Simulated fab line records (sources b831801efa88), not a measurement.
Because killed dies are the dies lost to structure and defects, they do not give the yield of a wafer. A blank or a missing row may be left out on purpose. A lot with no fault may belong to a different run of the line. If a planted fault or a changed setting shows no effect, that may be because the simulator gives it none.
fab line records	flow sky130
record: lots: 24	wafers: 72	lastDay: 50
route steps=708 shown FIELD_ISO@18 VIA1@479 VIA2@509 CAPM@549 VIA3@595
lots untouched by any fault: they come from a run of this same line in which no faults occurred
startH: start of the lot's first displayed wafer, in hours after the record's first day	waitH: hours elapsed since this lot's preceding step	" same as the row above	L1.1+2: a row that stands for several wafers	- no value present, or no start provided	* or withheld: withheld	< > ~ a bound
route shown NAME@n: names a module that has steps shown in the file, with the first one's number in the route	usual: mean/standard deviation taken from wafers without a fault	same: alike in all rows	chamber/n: place in a boat	sites: readings site by site	_std_site: how widely they spread, as a standard deviation	_edge_site: the outer-site mean with the inner-site mean subtracted	radiusMm: for every site, how far away it sits from the centre of the wafer	mask NAME#n: copy n	behind: tool/chamber where the wafer was last shaped	hold: reason for holding the lot/hours on hold/outcome of the hold	device: the transistor (n, p or np) that didn't switch	end of line: at the end of the route, the tests of the same wafers	for a step that has no rows: nothing shown but its recipe	killed: not the wafer's yield, but the dies lost to structure and defects at the first sort	map: dies across one wafer; x = killed, . = not, _ = none there
set.NAME: the setting that was run; set.NAME@STEP: the one run at that earlier step	model.NAME: the simulator's own value behind a step, which no gauge read
steps of the route over a sample of lots; a table a step, a row a wafer
services: the hour from which a tool's chamber was out of use, counted from the record's first day as startH (under 0 if before that day), plus the number of hours and why
== steps ==
step: SKY_FIELD_ISO_ETCH_17
recipe: targetDepthA: 3420	maskMaterial: Si3N4	chemistry: HBr/Cl2/O2	target: Si	taperDeg: 5	icpW: 600	biasW: 150	pressureMtorr: 15	HBr_flow_sccm: 150	Cl2_flow_sccm: 40	O2_flow_sccm: 6	timeS: 97.7
usual: HBr_flow_sccm: 150.0/0.44	chamberPressureMTorr: 15.000/0.015	drypumpMotorCurrentA: 5.8/0.5	oesProductAu: 1.001/0.0078	throttleValvePct: 25.656/0.0091
lot.wafer	tool	chamber	startH	waitH	HBr_flow_sccm	chamberPressureMTorr	drypumpMotorCurrentA	oesProductAu	rfHoursCounterH	throttleValvePct
L074.1	rieSi-01	2	28.64	0.1	150.2	15.005	6.7	1.006	70	25.660
L074.3	"	0	"	"	149.8	14.981	5.0	0.990	4	25.649
L074.4	"	3	"	"	150.3	14.989	5.7	0.996	106	25.662
L075.1	rieSi-01	3	33.89	0.1	150.0	14.993	5.7	0.994	106	25.661
L075.2	"	1	"	"	150.1	15.028	6.4	0.997	106	25.654
L075.5	"	0	"	"	149.6	15.018	5.0	0.986	-	25.665
L076.2	rieSi-02	3	38.97	0.1	149.7	14.983	5.7	0.996	116	25.663
L076.3	"	2	"	"	149.7	14.975	6.1	1.003	31	25.664
L076.4	"	0	"	"	150.1	14.992	5.5	1.003	0	25.660
L077.1	rieSi-02	1	44.67	0.1	150.3	15.010	5.3	1.011	37	25.655
L077.3	"	0	"	"	149.4	14.966	5.5	1.009	0	25.664
L077.5	"	2	"	"	150.0	15.011	6.0	1.014	-	25.656
L078.4	rieSi-02	1	49.27	0.0	150.4	15.006	5.3	1.013	37	25.657
L078.5	"	3	"	"	150.5	14.987	5.7	0.999	-	25.665
L078.6	"	0	"	"	150.3	15.002	5.5	1.013	-	25.661
L079.1	rieSi-02	0	58.22	0.1	150.1	15.005	5.5	1.007	0	25.646
L079.4	"	1	"	"	150.0	14.994	5.3	1.024	37	25.649
L079.5	"	0	"	"	149.5	15.004	5.5	1.011	-	25.637
L080.3	rieSi-01	0	60.44	0.0	150.2	15.003	5.0	0.992	4	25.669
L080.4	"	1	"	"	149.8	14.996	6.4	1.008	106	25.663
L080.5	"	0	"	"	150.6	14.990	5.0	1.000	-	25.665
L081.1	rieSi-01	1	67.02	0.1	149.8	15.014	6.4	0.996	106	25.675
L081.2	"	3	"	"	150.5	14.981	5.7	0.999	106	25.667
L081.5	"	3	"	"	149.3	14.976	5.7	0.993	-	25.641
L082.1	rieSi-02	1	72.17	0.1	150.2	14.980	5.3	1.008	37	25.646
L082.2	"	2	"	"	150.5	14.994	6.1	1.007	31	25.642
L082.6	"	0	"	"	150.4	15.024	5.5	1.007	-	25.648
L083.3	rieSi-01	1	75.27	0.0	151.1	15.015	6.4	1.001	106	25.654
L083.5	"	1	"	"	149.9	14.994	6.4	0.997	-	25.655
L083.6	"	2	"	"	149.1	14.989	6.7	1.002	-	25.655
L084.1	rieSi-02	1	81.37	0.1	150.0	14.983	5.3	1.001	38	25.638
L084.2	"	2	"	"	149.7	14.999	6.1	1.001	31	25.644
L084.6	"	2	"	"	149.6	15.006	6.0	1.004	-	25.666
L085.1	rieSi-01	3	85.97	0.1	150.0	15.003	5.7	0.996	106	25.664
L085.4	"	2	"	"	149.8	14.988	6.6	1.002	70	25.665
L085.5	"	2	"	"	149.7	14.989	6.6	0.983	-	25.673
L086.3	rieSi-02	3	90.87	0.0	149.8	15.027	5.7	0.989	116	25.662
L086.4	"	0	"	"	150.1	14.998	5.5	1.018	1	25.660
L086.5	"	3	"	"	150.5	15.034	5.7	1.000	-	25.652
L087.1	rieSi-02	3	97.32	0.1	150.4	14.997	5.7	0.995	116	25.652
L087.2	"	1	"	"	150.0	14.987	5.3	1.008	38	25.655
L087.3	"	0	"	"	150.0	15.001	5.4	1.012	1	25.645
L088.1	rieSi-02	0	102.77	0.1	151.3	14.997	5.5	1.016	1	25.644
L088.2	"	2	"	"	150.4	15.008	6.1	1.007	31	25.646
L088.5	"	3	"	"	150.2	14.990	5.6	0.993	-	25.662
L089.1	rieSi-01	2	106.67	0.1	150.3	15.004	6.7	1.002	71	25.661
L089.3	"	1	"	"	149.3	14.995	6.4	1.016	106	25.660
L089.6	"	3	"	"	149.7	14.998	5.7	1.006	-	25.645
L090.1	rieSi-02	0	112.72	0.1	150.0	15.000	5.5	1.008	1	25.653
L090.3	"	3	"	"	150.2	14.989	5.7	0.990	116	25.666
L090.6	"	0	"	"	149.1	15.019	5.5	1.013	-	25.643
L091.1	rieSi-01	1	120.27	0.1	149.4	15.039	6.4	1.007	107	25.664
L091.2	"	3	"	"	149.8	15.010	5.7	1.000	106	25.648
L091.4	"	0	"	"	150.3	14.982	5.0	0.995	5	25.637
L092.2	rieSi-02	2	122.59	0.1	150.6	14.997	6.1	1.002	31	25.668
L092.3	"	3	"	"	150.2	14.985	5.6	0.987	117	25.651
L092.4	"	0	"	"	149.8	15.014	5.5	1.002	1	25.669
L093.2	rieSi-01	3	126.97	0.1	150.1	14.979	5.7	0.992	107	25.660
L093.4	"	0	"	"	149.8	15.010	5.0	0.992	5	25.663
L093.5	"	1	"	"	150.1	15.003	6.4	0.992	-	25.664
L094.4	rieSi-02	0	132.35	0.1	150.2	15.005	5.5	1.005	-	25.654
L094.5	"	1	"	"	150.3	14.998	5.3	0.993	-	25.665
L094.6	"	2	"	"	149.6	15.001	6.1	0.994	-	25.663
L095.1	rieSi-01	1	139.09	0.1	150.6	15.013	6.4	1.002	107	25.671
L095.5	"	1	"	"	150.2	15.003	6.4	0.996	-	25.672
L095.6	"	2	"	"	150.2	14.970	6.6	0.995	-	25.651
L096.1	rieSi-02	0	147.04	0.1	150.3	14.995	5.5	1.015	1	25.650
L096.2	"	1	"	"	149.7	14.993	5.3	1.014	38	25.651
L096.4	"	3	"	"	150.2	14.998	5.7	0.996	117	25.655
L097.3	rieSi-01	1	148.92	0.0	149.9	15.020	6.4	1.002	107	25.659
L097.4	"	3	"	"	149.3	15.025	5.7	1.009	107	25.652
L097.5	"	1	"	"	149.9	15.012	6.4	1.001	-	25.659
step: SKY_VIA1_CVD_21
recipe: material: W	targetThkNm: 270	timeS: 80.902	tempC: 400	pressureTorr: 40
usual: heaterPowerW: 900/130
lot.wafer	tool	chamber	startH	waitH	heaterPowerW
L074.1	cvdW-01	1	797.12	0.0	1026
L074.3	"	1	"	"	1002
L074.4	"	0	"	"	991
L075.1	cvdW-02	0	803.67	0.0	802
L075.2	"	1	"	"	717
L075.5	"	0	"	"	828
L076.2	cvdW-01	0	803.72	0.0	1020
L076.3	"	0	"	"	1032
L076.4	"	1	"	"	1002
L077.1	cvdW-02	1	821.34	0.0	734
L077.3	"	1	"	"	710
L077.5	"	0	"	"	808
L078.4	cvdW-01	1	826.17	0.1	1020
L078.5	"	0	"	"	1015
L078.6	"	1	"	"	983
L079.1	cvdW-01	1	836.53	0.0	1038
L079.4	"	0	"	"	1005
L079.5	"	1	"	"	1020
L080.3	cvdW-02	1	839.52	0.1	733
L080.4	"	0	"	"	812
L080.5	"	0	"	"	810
L081.1	cvdW-02	0	843.50	0.0	809
L081.2	"	1	"	"	723
L081.5	"	0	"	"	862
L082.1	cvdW-02	0	854.69	0.0	833
L082.2	"	1	"	"	736
L082.6	"	1	"	"	716
L083.3	cvdW-02	1	861.91	0.1	720
L083.5	"	1	"	"	742
L083.6	"	0	"	"	813
L085.1	cvdW-02	0	869.24	0.0	835
L085.4	"	1	"	"	724
L085.5	"	0	"	"	819
L084.1	cvdW-01	0	870.92	0.0	1007
L084.2	"	1	"	"	1023
L084.6	"	0	"	"	1012
L086.3	cvdW-01	0	878.35	0.1	1020
L086.4	"	1	"	"	1017
L086.5	"	1	"	"	1002
L087.1	cvdW-02	0	886.24	0.0	825
L087.2	"	1	"	"	712
L087.3	"	1	"	"	724
L088.1	cvdW-01	1	890.43	0.0	1049
L088.2	"	0	"	"	1025
L088.5	"	0	"	"	999
L089.1	cvdW-01	1	901.18	0.0	1031
L089.3	"	1	"	"	999
L089.6	"	1	"	"	1032
L090.1	cvdW-01	0	912.37	0.0	1028
L090.3	"	0	"	"	1004
L090.6	"	0	"	"	998
L091.1	cvdW-01	1	930.37	0.0	1020
L091.2	"	0	"	"	1018
L091.4	"	0	"	"	1016
L093.2	cvdW-01	0	931.89	0.0	1005
L093.4	"	0	"	"	1005
L093.5	"	1	"	"	1004
L092.2	cvdW-02	0	932.58	0.0	786
L092.3	"	1	"	"	696
L092.4	"	0	"	"	787
L094.4	cvdW-02	1	935.26	0.1	697
L094.5	"	0	"	"	776
L094.6	"	1	"	"	693
L095.1	cvdW-01	1	946.64	0.0	1029
L095.5	"	1	"	"	1034
L095.6	"	0	"	"	998
L096.1	cvdW-01	1	953.53	0.0	1026
L096.2	"	0	"	"	1021
L096.4	"	0	"	"	1026
L097.3	cvdW-02	0	959.43	0.1	762
L097.4	"	1	"	"	715
L097.5	"	1	"	"	694
step: SKY_VIA1_THK_MEAS_23
recipe: thkMeasGauge: xrf	reads: W_of_VIA1_CVD_21
usual: VIA1_W_THK: 272/5.1
lot.wafer	tool	chamber	startH	waitH	VIA1_W_THK[nm]
L074.1	filmMetro-03	-	797.33	0.1	272
L074.3	"	-	"	"	275
L074.4	"	-	"	"	269
L075.1	filmMetro-03	-	803.89	0.1	268
L075.2	"	-	"	"	269
L075.5	"	-	"	"	272
L076.2	filmMetro-01	-	803.95	0.1	272
L076.3	"	-	"	"	269
L076.4	"	-	"	"	283
L077.1	filmMetro-03	-	821.56	0.1	273
L077.3	"	-	"	"	273
L077.5	"	-	"	"	275
L078.4	filmMetro-01	-	826.39	0.1	277
L078.5	"	-	"	"	271
L078.6	"	-	"	"	276
L079.1	filmMetro-01	-	836.75	0.1	278
L079.4	"	-	"	"	270
L079.5	"	-	"	"	278
L080.3	filmMetro-02	-	839.72	0.1	271
L080.4	"	-	"	"	269
L080.5	"	-	"	"	270
L081.1	filmMetro-01	-	843.71	0.1	272
L081.2	"	-	"	"	273
L081.5	"	-	"	"	274
L082.1	filmMetro-02	-	854.91	0.1	263
L082.2	"	-	"	"	261
L082.6	"	-	"	"	261
L083.3	filmMetro-02	-	862.11	0.1	266
L083.5	"	-	"	"	269
L083.6	"	-	"	"	266
L085.1	filmMetro-02	-	869.46	0.1	267
L085.4	"	-	"	"	267
L085.5	"	-	"	"	267
L084.1	filmMetro-01	-	871.13	0.1	268
L084.2	"	-	"	"	273
L084.6	"	-	"	"	271
L086.3	filmMetro-03	-	878.56	0.1	271
L086.4	"	-	"	"	281
L086.5	"	-	"	"	283
L087.1	filmMetro-01	-	886.45	0.1	267
L087.2	"	-	"	"	272
L087.3	"	-	"	"	268
L088.1	filmMetro-02	-	890.64	0.1	271
L088.2	"	-	"	"	265
L088.5	"	-	"	"	263
L089.1	filmMetro-03	-	901.40	0.1	281
L089.3	"	-	"	"	285
L089.6	"	-	"	"	279
L090.1	filmMetro-02	-	912.58	0.1	265
L090.3	"	-	"	"	265
L090.6	"	-	"	"	264
L091.1	filmMetro-03	-	930.58	0.1	270
L091.2	"	-	"	"	269
L091.4	"	-	"	"	270
L093.2	filmMetro-02	-	932.11	0.1	270
L093.4	"	-	"	"	269
L093.5	"	-	"	"	279
L092.2	filmMetro-01	-	932.80	0.1	268
L092.3	"	-	"	"	268
L092.4	"	-	"	"	268
L094.4	filmMetro-01	-	935.47	0.1	269
L094.5	"	-	"	"	265
L094.6	"	-	"	"	270
L095.1	filmMetro-01	-	946.86	0.1	279
L095.5	"	-	"	"	277
L095.6	"	-	"	"	267
L096.1	filmMetro-01	-	953.74	0.1	281
L096.2	"	-	"	"	272
L096.4	"	-	"	"	275
L097.3	filmMetro-02	-	959.63	0.1	268
L097.4	"	-	"	"	272
L097.5	"	-	"	"	273
step: SKY_VIA2_CMP_02
recipe: material: SiO2	downForcePsi: 4	platenRpm: 60	padVelocityMS: 0.94248
usual: motorCurrentA: 12.1/1.4	slurryFilterDpKPa: 13.50/0.14
lot.wafer	tool	chamber	startH	waitH	motorCurrentA	slurryFilterDpKPa
L074.1	cmp-02	2	825.11	0.1	10.9	13.41
L074.4	"	3	"	"	11.6	13.59
L074.3	"	1	"	"	12.2	13.55
L075.1	cmp-01	1	829.60	0.1	9.4	13.40
L075.2	"	0	"	"	12.0	13.39
L075.5	"	2	"	"	11.8	13.73
L076.2	cmp-01	1	829.97	0.0	10.1	13.57
L076.3	"	2	"	"	12.7	13.33
L076.4	"	3	"	"	14.4	13.48
L077.1	cmp-01	0	848.49	0.1	12.7	13.47
L077.3	"	1	"	"	9.8	13.63
L077.5	"	0	"	"	11.6	13.42
L078.4	cmp-01	2	855.07	0.3	12.3	13.60
L078.5	"	0	"	"	12.1	13.78
L078.6	"	1	"	"	9.9	13.61
L079.4	cmp-01	2	865.17	0.0	11.5	13.37
L079.1	"	1	"	"	9.5	13.53
L079.5	"	2	"	"	11.4	13.42
L080.3	cmp-02	0	867.69	0.0	13.0	13.46
L080.4	"	1	"	"	12.3	13.72
L080.5	"	0	"	"	13.2	13.23
L081.1	cmp-02	0	871.49	0.2	13.2	13.81
L081.2	"	2	"	"	10.2	13.53
L081.5	"	1	"	"	13.3	13.70
L082.1	cmp-01	0	882.39	0.1	11.3	13.57
L082.2	"	1	"	"	9.5	13.47
L082.6	"	0	"	"	11.9	13.63
L083.3	cmp-01	0	888.47	0.1	12.3	13.43
L083.5	"	2	"	"	12.6	13.32
L083.6	"	3	"	"	13.9	13.56
L085.4	cmp-01	3	896.07	0.0	13.8	13.69
L085.1	"	1	"	"	10.1	13.19
L085.5	"	0	"	"	12.3	13.27
L084.1	cmp-02	3	898.92	0.1	10.8	13.33
L084.2	"	1	"	"	12.3	13.37
L084.6	"	2	"	"	10.8	13.35
L086.3	cmp-01	1	905.78	0.1	10.1	13.63
L086.4	"	2	"	"	12.6	13.63
L086.5	"	3	"	"	14.8	13.34
L087.2	cmp-02	0	916.62	3.6	13.7	13.37
L087.1	"	2	"	"	10.7	13.42
L087.3	"	3	"	"	11.9	13.50
L088.1	cmp-01	2	917.51	0.1	12.4	13.45
L088.2	"	3	"	"	13.9	13.53
L088.5	"	1	"	"	9.5	13.56
L089.1	cmp-01	1	927.05	0.1	10.0	13.41
L089.3	"	0	"	"	12.7	13.65
L089.6	"	2	"	"	12.0	13.56
L090.1	cmp-01	3	943.17	0.1	14.4	13.44
L090.3	"	0	"	"	12.2	13.46
L090.6	"	2	"	"	12.5	13.56
L091.4	cmp-02	1	956.27	0.0	13.1	13.43
L091.2	"	2	"	"	11.3	13.37
L091.1	"	3	"	"	11.6	13.51
L093.2	cmp-01	2	958.24	0.1	12.3	13.48
L093.4	"	0	"	"	11.8	13.52
L093.5	"	1	"	"	9.8	13.78
L092.3	cmp-02	0	958.60	0.0	13.7	13.49
L092.2	"	1	"	"	12.5	13.43
L092.4	"	2	"	"	10.6	13.65
L094.4	cmp-01	3	961.64	0.0	14.6	13.63
L094.5	"	3	"	"	14.6	13.22
L094.6	"	0	"	"	12.2	13.29
L095.1	cmp-02	2	972.67	0.1	11.1	13.52
L095.5	"	1	"	"	13.4	13.62
L095.6	"	2	"	"	10.6	13.49
L096.2	cmp-01	1	979.85	0.0	10.1	13.53
L096.4	"	2	"	"	12.6	13.61
L096.1	"	3	"	"	14.4	13.28
L097.4	cmp-02	0	984.97	0.1	13.6	13.34
L097.3	"	1	"	"	13.4	13.59
L097.5	"	2	"	"	10.3	13.77
step: SKY_CAPM_OVL_MEAS_12
usual: CAPM_OVL: -1.0/1.6
lot.wafer	tool	chamber	startH	waitH	CAPM_OVL[nm]
L074.1	overlay-02	-	879.08	0.1	-0.1
L074.3	"	-	"	"	-1.5
L074.4	"	-	"	"	-1.4
L075.1	overlay-01	-	883.88	0.1	-1.6
L075.2	"	-	"	"	-3.7
L075.5	"	-	"	"	-3.0
L076.2	overlay-02	-	884.95	0.1	1.5
L076.3	"	-	"	"	1.0
L076.4	"	-	"	"	0.9
L077.1	overlay-02	-	902.43	0.1	1.1
L077.3	"	-	"	"	1.6
L077.5	"	-	"	"	0.3
L078.4	overlay-02	-	907.41	0.1	0.2
L078.5	"	-	"	"	1.1
L078.6	"	-	"	"	-2.0
L079.1	overlay-01	-	917.33	0.1	-1.9
L079.4	"	-	"	"	-1.1
L079.5	"	-	"	"	-3.2
L080.3	overlay-01	-	919.04	0.1	-1.7
L080.4	"	-	"	"	0.1
L080.5	"	-	"	"	-2.4
L081.1	overlay-01	-	924.30	0.1	-2.4
L081.2	"	-	"	"	-2.3
L081.5	"	-	"	"	-2.6
L082.1	overlay-01	-	934.58	0.1	-1.2
L082.2	"	-	"	"	-1.0
L082.6	"	-	"	"	0.7
L083.3	overlay-02	-	942.49	0.1	0.6
L083.5	"	-	"	"	-3.0
L083.6	"	-	"	"	-1.0
L085.1	overlay-01	-	946.73	0.1	-2.8
L085.4	"	-	"	"	-2.0
L085.5	"	-	"	"	-0.3
L084.1	overlay-01	-	950.30	0.1	1.5
L084.2	"	-	"	"	0.8
L084.6	"	-	"	"	1.3
L086.3	overlay-01	-	956.34	0.1	-0.1
L086.4	"	-	"	"	-0.8
L086.5	"	-	"	"	-1.2
L087.1	overlay-02	-	967.50	0.1	-3.5
L087.2	"	-	"	"	-1.0
L087.3	"	-	"	"	-1.5
L088.1	overlay-01	-	967.83	0.1	-1.4
L088.2	"	-	"	"	1.4
L088.5	"	-	"	"	-1.4
L089.1	overlay-01	-	978.65	0.1	0.7
L089.3	"	-	"	"	-0.3
L089.6	"	-	"	"	-0.2
L090.1	overlay-01	-	992.00	0.1	0.0
L090.3	"	-	"	"	-0.5
L090.6	"	-	"	"	0.7
L091.1	overlay-01	-	1004.85	0.1	-2.0
L091.2	"	-	"	"	-1.3
L091.4	"	-	"	"	-0.3
L093.2	overlay-02	-	1007.39	0.1	-2.6
L093.4	"	-	"	"	0.3
L093.5	"	-	"	"	0.6
L092.2	overlay-01	-	1007.69	0.1	1.2
L092.3	"	-	"	"	-1.3
L092.4	"	-	"	"	-1.0
L094.4	overlay-01	-	1010.65	0.1	-2.1
L094.5	"	-	"	"	-2.9
L094.6	"	-	"	"	-1.4
L095.1	overlay-01	-	1020.28	0.1	-2.7
L095.5	"	-	"	"	-0.1
L095.6	"	-	"	"	0.8
L096.1	overlay-01	-	1027.68	0.1	-2.8
L096.2	"	-	"	"	-2.2
L096.4	"	-	"	"	-3.4
L097.3	overlay-01	-	1033.26	0.1	-2.4
L097.4	"	-	"	"	-2.4
L097.5	"	-	"	"	-3.1
step: SKY_VIA3_RS_MEAS_22
recipe: thkMeasGauge: four-point-probe	reads: W_of_VIA3_CVD_21+TiN_of_VIA3_SPUTTER_20
usual: VIA3_W_RS: 0.292/0.0055
lot.wafer	tool	chamber	startH	waitH	VIA3_W_RS[ohm/sq]
L074.1	filmMetro-01	-	933.78	0.1	0.287
L074.3	"	-	"	"	0.295
L074.4	"	-	"	"	0.289
L075.1	filmMetro-03	-	936.86	0.1	0.297
L075.2	"	-	"	"	0.298
L075.5	"	-	"	"	0.293
L076.2	filmMetro-02	-	940.85	0.1	0.288
L076.3	"	-	"	"	0.285
L076.4	"	-	"	"	0.295
L077.1	filmMetro-01	-	954.19	0.1	0.301
L077.3	"	-	"	"	0.292
L077.5	"	-	"	"	0.297
L078.4	filmMetro-03	-	959.94	0.1	0.290
L078.5	"	-	"	"	0.300
L078.6	"	-	"	"	0.293
L079.1	filmMetro-03	-	970.74	0.1	0.295
L079.4	"	-	"	"	0.296
L079.5	"	-	"	"	0.295
L080.3	filmMetro-01	-	971.93	0.1	0.292
L080.4	"	-	"	"	0.297
L080.5	"	-	"	"	0.299
L081.1	filmMetro-02	-	976.58	0.1	0.287
L081.2	"	-	"	"	0.298
L081.5	"	-	"	"	0.295
L082.1	filmMetro-03	-	986.01	0.1	0.297
L082.2	"	-	"	"	0.288
L082.6	"	-	"	"	0.297
L083.3	filmMetro-03	-	993.42	0.1	0.296
L083.5	"	-	"	"	0.288
L083.6	"	-	"	"	0.298
L085.1	filmMetro-01	-	997.77	0.1	0.288
L085.4	"	-	"	"	0.299
L085.5	"	-	"	"	0.289
L084.1	filmMetro-02	-	1001.82	0.1	0.301
L084.2	"	-	"	"	0.292
L084.6	"	-	"	"	0.289
L086.3	filmMetro-03	-	1007.25	0.1	0.288
L086.4	"	-	"	"	0.290
L086.5	"	-	"	"	0.284
L087.1	filmMetro-03	-	1016.39	0.1	0.299
L087.2	"	-	"	"	0.282
L087.3	"	-	"	"	0.282
L088.1	filmMetro-03	-	1016.77	0.1	0.300
L088.2	"	-	"	"	0.292
L088.5	"	-	"	"	0.293
L089.1	filmMetro-03	-	1027.50	0.1	0.297
L089.3	"	-	"	"	0.295
L089.6	"	-	"	"	0.282
L090.1	filmMetro-02	-	1040.00	0.1	0.279
L090.3	"	-	"	"	0.296
L090.6	"	-	"	"	0.281
L091.1	filmMetro-01	-	1053.73	0.1	0.288
L091.2	"	-	"	"	0.295
L091.4	"	-	"	"	0.296
L093.2	filmMetro-03	-	1055.03	0.1	0.297
L093.4	"	-	"	"	0.297
L093.5	"	-	"	"	0.290
L092.2	filmMetro-01	-	1055.61	0.1	0.300
L092.3	"	-	"	"	0.295
L092.4	"	-	"	"	0.280
L094.4	filmMetro-03	-	1059.53	0.1	0.287
L094.5	"	-	"	"	0.289
L094.6	"	-	"	"	0.295
L095.1	filmMetro-02	-	1067.98	0.1	0.289
L095.5	"	-	"	"	0.285
L095.6	"	-	"	"	0.288
L096.1	filmMetro-03	-	1076.44	0.1	0.285
L096.2	"	-	"	"	0.296
L096.4	"	-	"	"	0.290
L097.3	filmMetro-03	-	1079.92	0.1	0.284
L097.4	"	-	"	"	0.294
L097.5	"	-	"	"	0.294
== services ==
tool	chamber	startH	hours	kind
cmp-01	-	20.14	1.6	repair
cmp-01	-	21.88	1.0	repair
cmp-01	-	64.07	4.0	pm
cmp-01	-	91.65	17.1	pm
cmp-01	-	111.60	1.0	repair
cmp-01	-	124.30	35.0	repair
cmp-01	-	132.09	2.9	repair
cmp-01	-	237.47	0.8	repair
cmp-01	-	250.25	5.2	pm
cmp-01	-	255.43	6.9	pm
cmp-01	-	262.33	0.9	repair
cmp-01	-	288.75	3.0	repair
cmp-01	-	300.37	13.6	repair
cmp-01	-	305.32	4.8	repair
cmp-01	-	358.12	1.9	repair
cmp-01	-	404.07	4.0	pm
cmp-01	-	565.47	2.1	repair
cmp-01	-	601.89	0.4	repair
cmp-01	-	619.25	4.5	pm
cmp-01	-	628.04	1.0	repair
cmp-01	-	744.07	4.0	pm
cmp-01	-	822.74	0.8	repair
cmp-01	-	906.57	0.6	repair
cmp-01	-	911.36	4.8	pm
== key ==
fault none
